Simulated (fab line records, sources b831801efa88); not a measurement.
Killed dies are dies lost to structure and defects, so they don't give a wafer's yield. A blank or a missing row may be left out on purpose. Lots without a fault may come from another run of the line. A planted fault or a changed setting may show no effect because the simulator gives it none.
fab line records | flow sky130
record lots=6 wafers=18 last_day=52
route steps=708 shown LOCAL_INTERCONNECT@396 CONTACT@406 METAL1@434 PAD_OPEN@708
lots that met no fault: from a run of the same line without faults
start_h: hours from the record's first day to the start of the lot's first wafer shown | wait_h: hours since the lot's step before | " the same as in the row above | L1.1+2: a row that stands for several wafers | - no value, or no start given | * or withheld: withheld | < > ~ a bound
route shown NAME@n: a module of which the file shows steps, and the number in the route of the first | usual: mean/standard deviation of fault-free wafers | same: alike in all rows | chamber/n: place in a boat | sites: the reading at each site | _std_site: their standard deviation | _edge_site: outer sites' mean less inner sites' | radius_mm: how far each site lies from the wafer's centre | mask NAME#n: copy n | behind: the tool/chamber that last shaped the wafer | hold: why the lot was held/for how many hours/how that ended | device: the transistor (n, p or np) that didn't switch | end of line: the same wafers' tests at the end of the route | a step without rows: its recipe alone | killed: dies lost to structure and defects at the first sort, not the wafer's yield | map: a wafer's dies, x killed, . not, _ none there
set.NAME: the setting as run; set.NAME@STEP: as run at that earlier step | model.NAME: the simulator's own value behind a step, which no gauge read
lots at some steps of the route; a table a step, a row a wafer
services: from which hour (start_h, from the record's first day; less than 0 if before it) a tool's chamber was out of use, for how many hours, and why
## steps
# step SKY_LOCAL_INTERCONNECT_PEB_09
# recipe peb_temp_c=withheld peb_time_s=withheld resist=KrF-thick
# step SKY_LOCAL_INTERCONNECT_DEVELOP_10
# recipe develop_time_s=60 resist=KrF-thick dev_temp_c=21
# step SKY_LOCAL_INTERCONNECT_CD_MEAS_11
# recipe target_cd_nm=170
# usual cd_nm=169.6/1.6
# columns lot.wafer tool chamber start_h wait_h cd_nm
L775.2 cd_sem-01 - 748.74 - 170.5
L775.3 " - " " 168.8
L775.6 " - " " 168.5
L777.1 cd_sem-01 - 763.07 - 170.0
L777.4 " - " " 170.9
L777.5 " - " " 170.3
L783.1 cd_sem-01 - 769.44 - 171.6
L783.3 " - " " 171.3
L783.5 " - " " 170.1
L782.2 cd_sem-01 - 769.81 - 170.5
L782.3 " - " " 169.9
L782.6 " - " " 169.6
L795.1 cd_sem-01 - 922.60 - 170.8
L795.2 " - " " 170.0
L795.3 " - " " 169.8
L797.2 cd_sem-01 - 923.64 - 171.9
L797.5 " - " " 171.5
L797.6 " - " " 171.1
# step SKY_LOCAL_INTERCONNECT_OVL_MEAS_12
# usual LOCAL_INTERCONNECT_OVL=0/5.7
# columns lot.wafer tool chamber start_h wait_h LOCAL_INTERCONNECT_OVL[nm]
L775.2 overlay-01 - 748.84 0.1 -5
L775.3 " - " " -9
L775.6 " - " " -7
L777.1 overlay-02 - 763.19 0.1 -8
L777.4 " - " " 7
L777.5 " - " " 1
L783.1 overlay-01 - 769.56 0.1 -8
L783.3 " - " " -5
L783.5 " - " " -8
L782.2 overlay-02 - 769.92 0.1 5
L782.3 " - " " 1
L782.6 " - " " 13
L795.1 overlay-02 - 922.72 0.1 -5
L795.2 " - " " -3
L795.3 " - " " -7
L797.2 overlay-02 - 923.74 0.1 -7
L797.5 " - " " -4
L797.6 " - " " -6
# step SKY_LOCAL_INTERCONNECT_ETCH_13
# recipe chemistry=N2/H2 target=BARC ion_energy_ev=200 bias_w=100 pressure_mtorr=30 n2_flow_sccm=100 h2_flow_sccm=200 icp_w=500 stop_on=SiO2 time_s=45.9 target_depth_a=600
# step SKY_LOCAL_INTERCONNECT_METAL_ETCH_14
# recipe target_depth_nm=110 stop_on=PSG chemistry=Cl2/BCl3 target=TiN resist_sidewall_deg=88 pressure_mtorr=10 icp_w=900 bias_w=48.5 Cl2_flow_sccm=60 bcl3_flow_sccm=30 time_s=31.4
# step SKY_LOCAL_INTERCONNECT_STRIP_15
# recipe chemistry=O2/N2 power_w=1400 pressure_mtorr=1500 platen_temp_c=withheld o2_flow_sccm=3000 n2_flow_sccm=300 overash_fraction=0.5
# step SKY_LOCAL_INTERCONNECT_STRIP_16
# recipe chemistry=post_etch_residue_remover time_s=1200 temp_c=72.5
# step SKY_LOCAL_INTERCONNECT_CLEAN_17
# recipe chemistry=IPA time_s=180 temp_c=25
# step SKY_LOCAL_INTERCONNECT_CLEAN_18
# recipe chemistry=O3/DIW dry=n2_spin
# step SKY_CONTACT_CVD_00
# recipe material=Si3N4 target_thk_nm=75 temp_c=400 time_s=withheld rf_w=450
# step SKY_CONTACT_THK_MEAS_01
# recipe reads=Si3N4_of_CONTACT_CVD_00
# usual CONTACT_CVD_00_THK=75.8/1.3
# columns lot.wafer tool chamber start_h wait_h CONTACT_CVD_00_THK[nm]
L775.2 film_metro-02 - 749.71 - 74.0
L775.3 " - " " 75.2
L775.6 " - " " 75.1
L777.1 film_metro-02 - 763.96 - 76.7
L777.4 " - " " 78.5
L777.5 " - " " 77.2
L783.1 film_metro-01 - 770.34 - 73.5
L783.3 " - " " 72.5
L783.5 " - " " 74.3
L782.2 film_metro-01 - 770.70 - 75.5
L782.3 " - " " 76.0
L782.6 " - " " 77.3
L795.1 film_metro-04 - 923.64 - 75.9
L795.2 " - " " 75.2
L795.3 " - " " 74.8
L797.2 film_metro-04 - 924.52 - 74.1
L797.5 " - " " 77.0
L797.6 " - " " 76.0
# step SKY_CONTACT_HDPCVD_02
# recipe material=SiO2 target_thk_nm=565 sigma_open_frac=0.3 time_s=94.2 temp_c=600 sih4_flow_sccm=60 pressure_mtorr=6
# columns lot.wafer tool chamber start_h wait_h model.SiO2_of_CONTACT_HDPCVD_02.thk_nm
L775.2 hdpcvd-01 2 749.76 0.0 559.6
L775.3 " 1 " " 561.3
L775.6 " 2 " " 559.1
L777.1 hdpcvd-02 0 764.02 0.1 558.9
L777.4 " 0 " " 557.6
L777.5 " 2 " " 565.3
L783.1 hdpcvd-01 2 770.40 0.1 557.9
L783.3 " 0 " " 563.7
L783.5 " 1 " " 565.2
L782.2 hdpcvd-02 0 770.75 0.0 556.4
L782.3 " 2 " " 562.7
L782.6 " 0 " " 563.2
L795.1 hdpcvd-01 2 923.70 0.1 561.6
L795.2 " 1 " " 298.2
L795.3 " 0 " " 570.8
L797.2 hdpcvd-01 0 924.57 0.0 569.4
L797.5 " 1 " " 299.1
L797.6 " 0 " " 572.6
# step SKY_CONTACT_THK_MEAS_03
# recipe reads=SiO2_of_CONTACT_HDPCVD_02
# usual CONTACT_HDPCVD_THK=564/5.6
# columns lot.wafer tool chamber start_h wait_h CONTACT_HDPCVD_THK[nm]
L775.2 film_metro-04 - 749.84 0.0 560
L775.3 " - " " 561
L775.6 " - " " 559
L777.1 film_metro-04 - 764.09 0.0 559
L777.4 " - " " 557
L777.5 " - " " 566
L783.1 film_metro-04 - 770.47 0.0 558
L783.3 " - " " 564
L783.5 " - " " 565
L782.2 film_metro-04 - 770.83 0.0 556
L782.3 " - " " 562
L782.6 " - " " 563
L795.1 film_metro-02 - 923.77 0.0 562
L795.2 " - " " 298
L795.3 " - " " 571
L797.2 film_metro-01 - 924.65 0.0 569
L797.5 " - " " 299
L797.6 " - " " 572
# step SKY_CONTACT_CMP_04
# recipe material=SiO2 down_force_psi=4 platen_rpm=60 pad_velocity_m_s=0.94248
# usual motor_current_A=12.4/1 time_to_endpoint_s=83/6.1
# columns lot.wafer tool chamber start_h wait_h motor_current_A time_to_endpoint_s
L775.3 cmp-02 3 749.94 0.1 12.9 74
L775.2 " 1 " " 12.1 85
L775.6 " 3 " " 12.3 72
L777.1 cmp-01 1 764.15 0.1 10.7 78
L777.4 " 0 " " 13.1 84
L777.5 " 2 " " 13.4 91
L783.1 cmp-02 1 770.53 0.1 13.1 86
L783.3 " 0 " " 11.2 83
L783.5 " 2 " " 13.2 78
L782.2 cmp-01 3 770.88 0.0 11.7 78
L782.3 " 1 " " 11.3 80
L782.6 " 0 " " 14.1 85
L795.2 cmp-02 1 923.83 0.0 12.5 57
L795.1 " 3 " " 12.6 76
L795.3 " 0 " " 11.5 88
L797.2 cmp-02 1 924.85 0.2 12.7 90
L797.5 " 2 " " 12.9 48
L797.6 " 3 " " 12.2 80
# step SKY_CONTACT_BOW_MEAS_05
# recipe mode=bow
# usual CONTACT_BOW=83/7.2
# columns lot.wafer tool chamber start_h wait_h CONTACT_BOW[um]
L775.2 film_metro-04 - 750.21 0.1 73
L775.3 " - " " 80
L775.6 " - " " 82
L777.1 film_metro-01 - 764.45 0.2 89
L777.4 " - " " 90
L777.5 " - " " 89
L783.1 film_metro-02 - 770.83 0.2 73
L783.3 " - " " 81
L783.5 " - " " 87
L782.2 film_metro-01 - 771.20 0.3 84
L782.3 " - " " 91
L782.6 " - " " 86
L795.1 film_metro-01 - 924.16 0.2 68
L795.2 " - " " 73
L795.3 " - " " 83
L797.2 film_metro-04 - 925.02 0.1 87
L797.5 " - " " 78
L797.6 " - " " 96
# step SKY_CONTACT_DEHYDRATE_06
# recipe temp_c=200 time_s=60
# step SKY_CONTACT_HMDS_07
# recipe prime_time_s=60 prime_temp_c=120
# step SKY_CONTACT_COAT_08
# recipe resist=BARC temp_c=withheld time_s=withheld spin_rpm=3000 resist_thk_nm=60
# step SKY_CONTACT_COAT_09
# recipe resist=KrF-thick spin_rpm=3000 resist_thk_nm=450
# step SKY_CONTACT_SOFTBAKE_10
# recipe temp_c=100 time_s=90 resist=KrF-thick
# step SKY_CONTACT_EXPOSE_11
# recipe mask_id=CTM1 na=0.8 source_shape=annular sigma_inner=0.55 sigma_outer=0.85 target_cd_nm=170 dose_mj=38
# step SKY_CONTACT_PEB_12
# recipe peb_temp_c=withheld peb_time_s=withheld resist=KrF-thick
# step SKY_CONTACT_DEVELOP_13
# recipe develop_time_s=60 resist=KrF-thick dev_temp_c=21
# step SKY_CONTACT_CD_MEAS_14
# recipe target_cd_nm=170
# usual cd_nm=170.1/1.7
# columns lot.wafer tool chamber start_h wait_h cd_nm
L775.2 cd_sem-01 - 778.66 - 171.5
L775.3 " - " " 170.8
L775.6 " - " " 171.3
L777.1 cd_sem-01 - 793.29 - 170.0
L777.4 " - " " 170.0
L777.5 " - " " 167.2
L783.1 cd_sem-02 - 797.87 - 174.3
L783.3 " - " " 173.1
L783.5 " - " " 172.3
L782.2 cd_sem-01 - 798.51 - 170.1
L782.3 " - " " 169.7
L782.6 " - " " 170.0
L795.1 cd_sem-02 - 949.75 - 170.2
L795.2 " - " " 172.3
L795.3 " - " " 171.5
L797.2 cd_sem-01 - 951.32 - 173.6
L797.5 " - " " 173.3
L797.6 " - " " 172.9
# step SKY_CONTACT_OVL_MEAS_15
# usual CONTACT_OVL=2/5.6
# columns lot.wafer tool chamber start_h wait_h CONTACT_OVL[nm]
L775.2 overlay-02 - 778.77 0.1 -10
L775.3 " - " " -3
L775.6 " - " " -14
L777.1 overlay-01 - 793.41 0.1 1
L777.4 " - " " 13
L777.5 " - " " 0
L783.1 overlay-02 - 797.99 0.1 10
L783.3 " - " " 8
L783.5 " - " " 4
L782.2 overlay-02 - 798.62 0.1 -5
L782.3 " - " " -1
L782.6 " - " " -3
L795.1 overlay-01 - 949.87 0.1 13
L795.2 " - " " 7
L795.3 " - " " 8
L797.2 overlay-02 - 951.42 0.1 -3
L797.5 " - " " 6
L797.6 " - " " 5
# step SKY_CONTACT_ETCH_16
# recipe chemistry=N2/H2 target=BARC ion_energy_ev=200 source_w=500 bias_w=100 pressure_mtorr=30 n2_flow_sccm=100 h2_flow_sccm=200 stop_on=SiO2 time_s=45.9 target_depth_a=600
# step SKY_CONTACT_ETCH_17
# recipe target=SiO2 chemistry=C4F8/O2/Ar stop_on=Si3N4 mask_material=KrF-thick source_w=1500 bias_w=1200 pressure_mtorr=40 c4f8_flow_sccm=withheld O2_flow_sccm=6 Ar_flow_sccm=300 time_s=withheld target_depth_a=3400
# usual oes_product_au=0.892/0.0051
# columns lot.wafer tool chamber start_h wait_h oes_product_au model.etch.depth_nm model.CONTACT.feature_depth_nm
L775.2 rie_diel-01 1 778.84 0.0 0.892 342.8 342.8
L775.3 " 3 " " 0.884 339.1 339.1
L775.6 " 3 " " 0.895 339.6 339.6
L777.1 rie_diel-01 2 793.49 0.0 0.892 338.4 338.4
L777.4 " 1 " " 0.896 340.9 340.9
L777.5 " 3 " " 0.886 342.3 342.3
L783.1 rie_diel-01 0 798.07 0.0 0.892 341.2 341.2
L783.3 " 3 " " 0.899 339.6 339.6
L783.5 " 3 " " 0.884 338.9 338.9
L782.2 rie_diel-03 2 798.69 0.0 0.894 339.8 339.8
L782.3 " 0 " " 0.892 338.3 338.3
L782.6 " 3 " " 0.889 341.3 341.3
L795.1 rie_diel-04 1 949.94 0.0 0.884 339.1 339.1
L795.2 " 2 " " 0.829 298.2 298.2
L795.3 " 0 " " 0.897 340.6 340.6
L797.2 rie_diel-04 3 951.49 0.0 0.902 342.3 342.3
L797.5 " 2 " " 0.824 299.1 299.1
L797.6 " 1 " " 0.900 338.9 338.9
# step SKY_CONTACT_ETCH_18
# recipe target=Si3N4 chemistry=CHF3/O2 stop_on=TiN source_w=600 bias_w=200 pressure_mtorr=40 chf3_flow_sccm=50 O2_flow_sccm=5 time_s=39 target_depth_a=750
# usual drypump_motor_current_A=5.7/0.57 oes_product_au=0.859/0.0094 throttle_valve_pct=8.794/0.0093
# columns lot.wafer tool chamber start_h wait_h drypump_motor_current_A oes_product_au rf_hours_counter_h throttle_valve_pct
L775.2 rie_diel-01 1 - - 5.8 0.848 20 8.806
L775.3 " 3 " " 5.0 0.862 8 8.811
L775.6 " 3 " " 5.0 0.853 - 8.805
L777.1 rie_diel-01 2 - - 5.5 0.863 14 8.788
L777.4 " 1 " " 5.8 0.880 20 8.800
L777.5 " 3 " " 5.0 0.873 - 8.808
L783.1 rie_diel-01 0 - - 5.2 0.841 10 8.779
L783.3 " 3 " " 5.0 0.843 9 8.793
L783.5 " 3 " " 5.0 0.849 - 8.784
L782.2 rie_diel-03 2 - - 4.9 0.857 6 8.789
L782.3 " 0 " " 5.3 0.866 30 8.773
L782.6 " 3 " " 6.3 0.859 - 8.794
L795.1 rie_diel-04 1 - - 6.7 0.863 11 8.785
L795.2 " 2 " " 6.5 0.856 3 8.790
L795.3 " 0 " " 5.6 0.851 1 8.797
L797.2 rie_diel-04 3 - - 6.1 0.846 10 8.809
L797.5 " 2 " " 6.6 0.869 - 8.793
L797.6 " 1 " " 6.7 0.852 - 8.805
# step SKY_CONTACT_STRIP_19
# recipe chemistry=O2/N2 power_w=1400 pressure_mtorr=1500 platen_temp_c=withheld o2_flow_sccm=3000 n2_flow_sccm=300 overash_fraction=0.5
# step SKY_CONTACT_STRIP_20
# recipe chemistry=post_etch_residue_remover time_s=1200 temp_c=72.5
# step SKY_CONTACT_CLEAN_21
# recipe chemistry=IPA time_s=180 temp_c=25
# step SKY_CONTACT_CLEAN_22
# recipe chemistry=O3/DIW dry=n2_spin
# step SKY_CONTACT_SPUTTER_23
# recipe material=TiN target_thk_nm=20 chamber_pressure_pa=5 power_w=4000 time_s=80
# usual cathode_dc_power_W=4000.0/0.68 throttle_valve_pct=29.4/1
# columns lot.wafer tool chamber start_h wait_h cathode_dc_power_W throttle_valve_pct
L775.2 pvd_sputter-04 - 779.56 0.0 4000.7 29.8
L775.3 " - " " 4000.7 29.4
L775.6 " - " " 4000.3 32.6
L777.1 pvd_sputter-03 - 794.17 0.0 4000.2 28.0
L777.4 " - " " 3999.7 30.4
L777.5 " - " " 4000.2 30.2
L783.1 pvd_sputter-04 - 798.75 0.0 4000.6 29.5
L783.3 " - " " 4000.4 29.7
L783.5 " - " " 3999.6 29.6
L782.2 pvd_sputter-04 - 799.37 0.0 4000.4 28.9
L782.3 " - " " 3999.6 29.6
L782.6 " - " " 4000.9 29.7
L795.1 pvd_sputter-01 - 950.66 0.0 4000.4 28.0
L795.2 " - " " 4000.3 29.1
L795.3 " - " " 4000.5 29.2
L797.2 pvd_sputter-01 - 952.18 0.0 3999.7 28.7
L797.5 " - " " 4001.1 29.9
L797.6 " - " " 3999.5 28.7
# step SKY_CONTACT_CVD_24
# recipe material=W target_thk_nm=340 time_s=102.12 temp_c=400 pressure_torr=40
# usual heater_power_w=858/90
# columns lot.wafer tool chamber start_h wait_h heater_power_w
L775.2 cvd_w-02 1 779.66 0.1 879
L775.3 " 1 " " 871
L775.6 " 1 " " 892
L777.1 cvd_w-02 1 794.24 0.0 903
L777.4 " 1 " " 880
L777.5 " 1 " " 887
L783.1 cvd_w-02 0 798.81 0.0 881
L783.3 " 0 " " 856
L783.5 " 0 " " 859
L782.2 cvd_w-01 1 799.43 0.0 740
L782.3 " 1 " " 720
L782.6 " 1 " " 730
L795.1 cvd_w-01 0 950.72 0.0 968
L795.2 " 1 " " 727
L795.3 " 0 " " 985
L797.2 cvd_w-01 1 952.24 0.0 749
L797.5 " 0 " " 962
L797.6 " 1 " " 743
# step SKY_CONTACT_RS_MEAS_25
# recipe thk_meas_gauge=four-point-probe reads=W_of_CONTACT_CVD_24+TiN_of_CONTACT_SPUTTER_23
# usual CONTACT_W_RS=0.338/0.0037
# columns lot.wafer tool chamber start_h wait_h CONTACT_W_RS[ohm/sq]
L775.2 film_metro-01 - 779.87 0.2 0.345
L775.3 " - " " 0.342
L775.6 " - " " 0.344
L777.1 film_metro-04 - 794.35 0.1 0.337
L777.4 " - " " 0.339
L777.5 " - " " 0.339
L783.1 film_metro-04 - 798.92 0.1 0.340
L783.3 " - " " 0.340
L783.5 " - " " 0.343
L782.2 film_metro-04 - 799.56 0.1 0.343
L782.3 " - " " 0.342
L782.6 " - " " 0.341
L795.1 film_metro-04 - 950.83 0.1 0.331
L795.2 " - " " 0.332
L795.3 " - " " 0.332
L797.2 film_metro-04 - 952.37 0.1 0.336
L797.5 " - " " 0.332
L797.6 " - " " 0.335
# step SKY_CONTACT_THK_MEAS_26
# recipe thk_meas_gauge=xrf reads=W_of_CONTACT_CVD_24
# usual CONTACT_W_THK=331/4.4
# columns lot.wafer tool chamber start_h wait_h CONTACT_W_THK[nm]
L775.2 film_metro-01 - 779.98 0.1 323
L775.3 " - " " 321
L775.6 " - " " 323
L777.1 film_metro-04 - 794.47 0.1 333
L777.4 " - " " 332
L777.5 " - " " 333
L783.1 film_metro-04 - 799.04 0.1 330
L783.3 " - " " 332
L783.5 " - " " 327
L782.2 film_metro-04 - 799.67 0.1 327
L782.3 " - " " 327
L782.6 " - " " 331
L795.1 film_metro-04 - 950.95 0.1 342
L795.2 " - " " 338
L795.3 " - " " 340
L797.2 film_metro-04 - 952.48 0.1 336
L797.5 " - " " 342
L797.6 " - " " 337
# step SKY_CONTACT_CMP_27
# recipe stop_on=SiO2 t_overpolish_s=15 down_force_psi=3.5 platen_rpm=60 target_thk_nm=0 pad_velocity_m_s=0.94248
# step SKY_METAL1_SPUTTER_00
# recipe material=Ti target_thk_nm=15 power_w=3000 time_s=10 chamber_pressure_pa=0.4
# usual cathode_dc_power_W=3000.0/0.53 throttle_valve_pct=29.4/0.88
# columns lot.wafer tool chamber start_h wait_h cathode_dc_power_W throttle_valve_pct
L775.2 pvd_sputter-01 - 780.33 0.2 3000.1 27.9
L775.3 " - " " 2999.9 29.9
L775.6 " - " " 3000.4 28.0
L777.1 pvd_sputter-01 - 794.85 0.2 2999.6 29.8
L777.4 " - " " 2999.7 28.7
L777.5 " - " " 3000.5 28.5
L783.1 pvd_sputter-02 - 799.40 0.2 3000.1 30.7
L783.3 " - " " 3000.0 30.3
L783.5 " - " " 2999.5 28.4
L782.2 pvd_sputter-01 - 800.02 0.2 3000.4 29.0
L782.3 " - " " 3000.2 28.1
L782.6 " - " " 3000.9 28.2
L795.1 pvd_sputter-03 - 951.31 0.2 3000.8 28.4
L795.2 " - " " 3000.6 29.2
L795.3 " - " " 2999.6 30.1
L797.2 pvd_sputter-03 - 952.83 0.1 3001.3 28.3
L797.5 " - " " 2999.0 28.0
L797.6 " - " " 2999.8 30.3
# step SKY_METAL1_SPUTTER_01
# recipe material=TiN target_thk_nm=20 power_w=6500 time_s=16.7 chamber_pressure_pa=0.4
# step SKY_METAL1_SPUTTER_02
# recipe material=AlCu target_thk_nm=250 power_w=10600 time_s=13.3 chamber_pressure_pa=0.4
# usual cathode_dc_power_W=10600/1.7 throttle_valve_pct=29.4/0.89
# columns lot.wafer tool chamber start_h wait_h cathode_dc_power_W throttle_valve_pct
L775.2 pvd_sputter-01 - 780.37 0.0 10597 28.1
L775.3 " - " " 10600 29.7
L775.6 " - " " 10599 28.0
L777.1 pvd_sputter-01 - 794.90 0.0 10599 29.9
L777.4 " - " " 10601 29.1
L777.5 " - " " 10600 28.6
L783.1 pvd_sputter-02 - 799.45 0.0 10600 30.6
L783.3 " - " " 10600 30.2
L783.5 " - " " 10600 28.8
L782.2 pvd_sputter-01 - 800.07 0.0 10603 29.2
L782.3 " - " " 10600 28.3
L782.6 " - " " 10597 28.2
L795.1 pvd_sputter-03 - 951.36 0.0 10602 28.0
L795.2 " - " " 10601 29.4
L795.3 " - " " 10602 29.8
L797.2 pvd_sputter-03 - 952.87 0.0 10603 28.0
L797.5 " - " " 10598 28.2
L797.6 " - " " 10599 30.8
# step SKY_METAL1_SPUTTER_03
# recipe material=Ti target_thk_nm=5 power_w=3000 time_s=3.3 chamber_pressure_pa=0.4
# step SKY_METAL1_METAL_ETCH_19
# recipe target_depth_a=3600 stop_on=SiO2 over_etch_frac=0.3 time_s=78 chemistry=Cl2/BCl3 resist_sidewall_deg=88 pressure_mtorr=10 icp_w=900 bias_w=48.5 Cl2_flow_sccm=60 bcl3_flow_sccm=30
# usual drypump_motor_current_A=5.5/0.31 mfc_cl2_sccm=60.01/0.18 oes_product_au=0.853/0.0063 throttle_valve_pct=22.265/0.0094
# columns lot.wafer tool chamber start_h wait_h drypump_motor_current_A mfc_cl2_sccm oes_product_au rf_hours_counter_h throttle_valve_pct model.SiO2_of_CONTACT_HDPCVD_02.thk_nm
L775.2 rie_metal-01 1 807.27 0.0 5.2 60.04 0.852 5 22.279 328.3
L775.3 " 1 " " 5.2 59.73 0.861 - 22.250 324.5
L775.6 " 1 " " 5.2 59.88 0.852 - 22.273 325.1
L777.1 rie_metal-01 0 821.90 0.0 5.1 59.88 0.852 13 22.272 324.5
L777.4 " 1 " " 5.2 59.96 0.847 - 22.271 326.4
L777.5 " 0 " " 5.1 59.88 0.852 - 22.258 328.4
L783.1 rie_metal-04 0 826.67 0.0 5.9 60.08 0.862 4 22.255 327.6
L783.3 " 0 " " 5.9 59.87 0.856 - 22.280 326
L783.5 " 1 " " 5.7 59.85 0.865 - 22.272 324.8
L782.2 rie_metal-01 0 827.75 0.0 5.0 60.02 0.851 13 22.265 326
L782.3 " 0 " " 5.1 60.24 0.849 - 22.277 324.4
L782.6 " 1 " " 5.3 59.94 0.852 - 22.265 326.9
L795.1 rie_metal-02 0 977.60 0.0 5.9 60.28 0.849 15 22.284 325.3
L795.2 " 1 " " 5.5 59.95 0.850 18 22.254 283.9
L795.3 " 0 " " 5.9 59.97 0.847 - 22.272 326.8
L797.2 rie_metal-01 0 978.77 0.0 5.1 60.34 0.843 5 22.259 328.1
L797.5 " 0 " " 5.1 59.77 0.843 - 22.256 284.9
L797.6 " 1 " " 5.3 60.36 0.867 - 22.279 324.5
# step SKY_PAD_OPEN_PROBE_99
# columns lot.wafer tool chamber start_h wait_h model.etest.met1_comb.leak_log10_a_um
L775.2 prober-02 - 1124.38 0.1 -12.03
L775.3 prober-02 - 1124.43 0.2 -12.17
L775.6 prober-02 - 1124.58 0.2 -12.14
L777.1 prober-01 - 1134.95 0.1 -11.97
L777.4 prober-01 - 1135.10 0.2 -11.99
L777.5 prober-01 - 1135.15 0.2 -12.11
L783.1 prober-01 - 1139.60 0.1 -11.98
L783.3 prober-01 - 1139.70 0.2 -12.08
L783.5 prober-01 - 1139.80 0.2 -11.97
L782.2 prober-02 - 1139.65 0.1 -11.96
L782.3 prober-02 - 1139.70 0.2 -11.99
L782.6 prober-02 - 1139.85 0.2 -12.09
L795.1 prober-01 - 1241.43 0.1 -11.95
L795.2 prober-01 - 1241.48 0.1 -7.199
L795.3 prober-01 - 1241.53 0.2 -11.94
L797.2 prober-01 - 1242.71 0.1 -12.06
L797.5 prober-01 - 1242.86 0.2 -7.166
L797.6 prober-01 - 1242.91 0.2 -12
# killed by level:class
L775.2 CONTACT:geometric_particle:open=11 LI_CONTACT:geometric_particle:open=8 VIA1:geometric_particle:open=8 METAL1:geometric_particle:short=8 LI_CONTACT:geometric_particle:short=6 VIA1:geometric_particle:short=5 FIELD_ISO:geometric_particle:short=4 POLY_GATE:geometric_particle:open=4
L775.3 LI_CONTACT:geometric_particle:open=10 POLY_GATE:geometric_particle:open=9 VIA3:geometric_particle:open=8 METAL1:geometric_particle:short=6 LOCAL_INTERCONNECT:geometric_particle:short=5 CONTACT:geometric_particle:open=5 VIA1:geometric_particle:open=5 FIELD_ISO:geometric_particle:short=4
L775.6 LI_CONTACT:geometric_particle:open=10 VIA1:geometric_particle:open=8 POLY_GATE:geometric_particle:short=7 VIA3:geometric_particle:open=7 VIA1:geometric_particle:short=6 VIA2:geometric_particle:open=6 CONTACT:geometric_particle:open=5 METAL1:geometric_particle:short=5
L777.1 VIA1:geometric_particle:open=13 CONTACT:geometric_particle:open=11 LI_CONTACT:geometric_particle:open=9 POLY_GATE:geometric_particle:open=6 METAL1:geometric_particle:short=5 LI_CONTACT:geometric_particle:short=4 LOCAL_INTERCONNECT:geometric_particle:short=4 VIA2:geometric_particle:open=4
L777.4 VIA1:geometric_particle:open=14 CONTACT:geometric_particle:open=10 FIELD_ISO:geometric_particle:short=9 LI_CONTACT:geometric_particle:open=8 CONTACT:geometric_particle:short=6 VIA2:geometric_particle:open=6 FIELD_ISO:geometric_particle:open=3 METAL1:geometric_particle:short=3
L777.5 CONTACT:geometric_particle:open=11 VIA1:geometric_particle:open=8 VIA3:geometric_particle:open=8 METAL1:geometric_particle:short=7 METAL3:geometric_particle:short=7 FIELD_ISO:geometric_particle:short=6 LI_CONTACT:geometric_particle:open=6 VIA2:geometric_particle:open=6
L783.1 VIA1:geometric_particle:open=9 CONTACT:geometric_particle:open=7 FIELD_ISO:geometric_particle:short=6 VIA2:geometric_particle:open=6 METAL1:geometric_particle:short=5 METAL2:geometric_particle:short=5 FIELD_ISO:geometric_particle:open=4 VIA2:geometric_particle:short=4
L782.2 FIELD_ISO:geometric_particle:short=7 CONTACT:geometric_particle:open=7 VIA2:geometric_particle:open=7 VIA3:geometric_particle:open=7 LI_CONTACT:geometric_particle:open=6 METAL3:geometric_particle:short=6 VIA1:geometric_particle:open=5 POLY_GATE:geometric_particle:short=4
L782.3 LI_CONTACT:geometric_particle:open=9 VIA1:geometric_particle:open=9 VIA2:geometric_particle:open=8 CONTACT:geometric_particle:short=7 LOCAL_INTERCONNECT:geometric_particle:short=7 VIA3:geometric_particle:open=7 POLY_GATE:geometric_particle:short=5 METAL1:geometric_particle:short=5
L783.3 CONTACT:geometric_particle:open=8 LOCAL_INTERCONNECT:geometric_particle:short=7 VIA1:geometric_particle:short=6 VIA1:geometric_particle:open=6 VIA3:geometric_particle:open=6 VIA2:geometric_particle:open=5 METAL1:geometric_particle:short=4 LI_CONTACT:geometric_particle:open=4
L783.5 CONTACT:geometric_particle:open=15 VIA1:geometric_particle:open=13 VIA2:geometric_particle:open=11 VIA3:geometric_particle:open=9 METAL1:geometric_particle:short=7 LI_CONTACT:geometric_particle:open=6 POLY_GATE:geometric_particle:open=5 METAL2:geometric_particle:short=5
L782.6 VIA1:geometric_particle:open=10 LI_CONTACT:geometric_particle:open=8 FIELD_ISO:geometric_particle:short=7 VIA2:geometric_particle:open=7 METAL1:geometric_particle:short=6 CONTACT:geometric_particle:open=6 VIA3:geometric_particle:open=5 VIA1:geometric_particle:short=4
## services
# columns tool chamber start_h hours kind
pvd_sputter-04 - 732.29 6.8 repair
cmp-02 - 744.10 4.0 pm
pvd_sputter-04 - 774.07 4.7 repair
cvd_w-02 0 778.12 8.8 repair
rie_diel-04 - 790.00 60.6 repair
rie_diel-04 2 791.94 9.3 repair
rie_diel-01 3 799.99 11.3 repair
hdpcvd-01 - 819.59 0.7 repair
rie_metal-01 - 824.85 2.8 pm
rie_metal-01 0 829.20 5.3 repair
cvd_w-02 - 837.87 0.5 repair
hdpcvd-01 0 850.39 9.4 repair
cvd_w-01 - 854.45 2.0 repair
rie_diel-01 - 865.96 28.1 pm
rie_metal-01 - 869.76 0.3 repair
rie_metal-01 - 889.09 1.4 pm
cmp-02 - 891.02 7.2 pm
cmp-02 - 898.27 6.8 pm
rie_metal-01 - 903.75 2.5 repair
cvd_w-02 - 904.00 14.0 pm
rie_diel-01 3 913.95 52.3 repair
rie_diel-01 2 918.30 4.0 repair
pvd_sputter-04 - 938.79 2.2 repair
rie_diel-04 - 956.41 1.5 repair
## key
first_sign step=SKY_CONTACT_THK_MEAS_03 reading=CONTACT_HDPCVD_THK direction=down sigmas=47 usual=564 struck=299
effect step=SKY_CONTACT_CMP_04 reading=time_to_endpoint_s direction=down sigmas=5 usual=* struck=*
effect step=SKY_CONTACT_ETCH_17 reading=oes_product_au direction=down sigmas=13 usual=0.892 struck=0.827
model_effect step=SKY_CONTACT_HDPCVD_02 value=SiO2_of_CONTACT_HDPCVD_02.thk_nm without=569.4 struck=298.6
model_effect step=SKY_CONTACT_ETCH_17 value=etch.depth_nm without=340.4 struck=298.6
model_effect step=SKY_METAL1_METAL_ETCH_19 value=SiO2_of_CONTACT_HDPCVD_02.thk_nm without=326.2 struck=284.4
model_effect step=SKY_PAD_OPEN_PROBE_99 value=etest.met1_comb.leak_log10_a_um without=-12.03 struck=-7.183
met_at SKY_CONTACT_HDPCVD_02
struck_wafers L795.2,L797.5
sort_left_out L795.2,L797.5
tester_left_out L795,L797
onset_between 770.40 923.70
fault kind=process_parameter_drift tool=hdpcvd-01 chamber=1 onset_h=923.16 steps=SKY_CONTACT_HDPCVD_02 channel=target_thk_nm offset=-270.77 shape=step end_h=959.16 acts_in=these_recipes_only stated=565
# tester_left_out: of these lots the tester's yield and bins aren't shown, on N5 and GAA mostly nor the transistor test; their killed dies are dies lost to structure and defects alone, not to doping, threshold or leakage, so they don't give the yield
# sort_left_out: the simulated sort isn't trusted on such a fault, so these wafers' sort isn't shown, and their yield isn't known
